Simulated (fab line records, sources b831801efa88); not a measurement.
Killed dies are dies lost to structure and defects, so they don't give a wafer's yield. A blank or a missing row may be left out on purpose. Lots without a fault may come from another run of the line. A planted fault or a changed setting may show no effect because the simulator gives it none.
Which tool did it? | flow gf180mcu | 6 lots, 18 wafers sampled, at 2 steps of a route of 602

WHAT THE GAUGES READ, wafer by wafer
GF_HV_LDD_OVL_MEAS_47.
lot  | measured     | on         | HV_LDD_03_OVL (nm)
L600 | day 13 06:53 | overlay-01 | -0.3 -1.7 -2.4
L602 | day 14 00:49 | overlay-01 | -1.4 0.6 0.6
L606 | day 15 04:55 | overlay-02 | -1.6 -0.9 0.1
L610 | day 16 23:59 | overlay-01 | -110.1 -109.5 -110.7
L612 | day 17 20:32 | overlay-01 | -110.1 -109.8 -109.8
L619 | day 19 17:01 | overlay-02 | 1.2 0.0 1.9

WHICH TOOL RAN EACH LOT (tool, then ch and the chambers of the sampled wafers, then the start)
lot  | GF_HV_LDD_EXPOSE_43
L600 | iline_stepper-02 ch 0, day 12 21:23
L602 | iline_stepper-02 ch 0, day 13 14:05
L606 | iline_stepper-01 ch 0, day 14 18:43
L610 | iline_stepper-02 ch 0, day 16 12:20
L612 | iline_stepper-02 ch 0, day 17 09:00
L619 | iline_stepper-01 ch 0, day 19 04:45
- GF_HV_LDD_EXPOSE_43: exposes mask Pplus HV AREA, target cd 400 nm.

THE ANSWER, worked out from the rows above alone
Rule: what is usual is taken from the lots themselves. Put in order of their means at a reading, lots are off if they are a third of the lots or fewer, leave a main group of 4 or more, and stand apart from it by a gap of 3 or more times the standard deviation of the main group's means; of several such gaps the widest counts. A main group whose means are all the same, to the digits that the tables above print for the reading, isn't used. A lot without any number at a reading at which 4 lots or more have one is off too. The other lots that the step has rows for count as sound.
Off: L610, L612, at GF_HV_LDD_OVL_MEAS_47 (HV_LDD_03_OVL). The main group: mean -0.3 nm, standard deviation 0.93.
A tool fits if, at a process step before that reading, it ran every lot that is off, and no sound lot after the first of them. The gauges at GF_HV_LDD_OVL_MEAS_47 are tried like those tools. Can't be told from this: 2 tools fit, iline_stepper-02 at GF_HV_LDD_EXPOSE_43, overlay-01 at GF_HV_LDD_OVL_MEAS_47.

WHAT THE SIMULATOR HAD PUT IN
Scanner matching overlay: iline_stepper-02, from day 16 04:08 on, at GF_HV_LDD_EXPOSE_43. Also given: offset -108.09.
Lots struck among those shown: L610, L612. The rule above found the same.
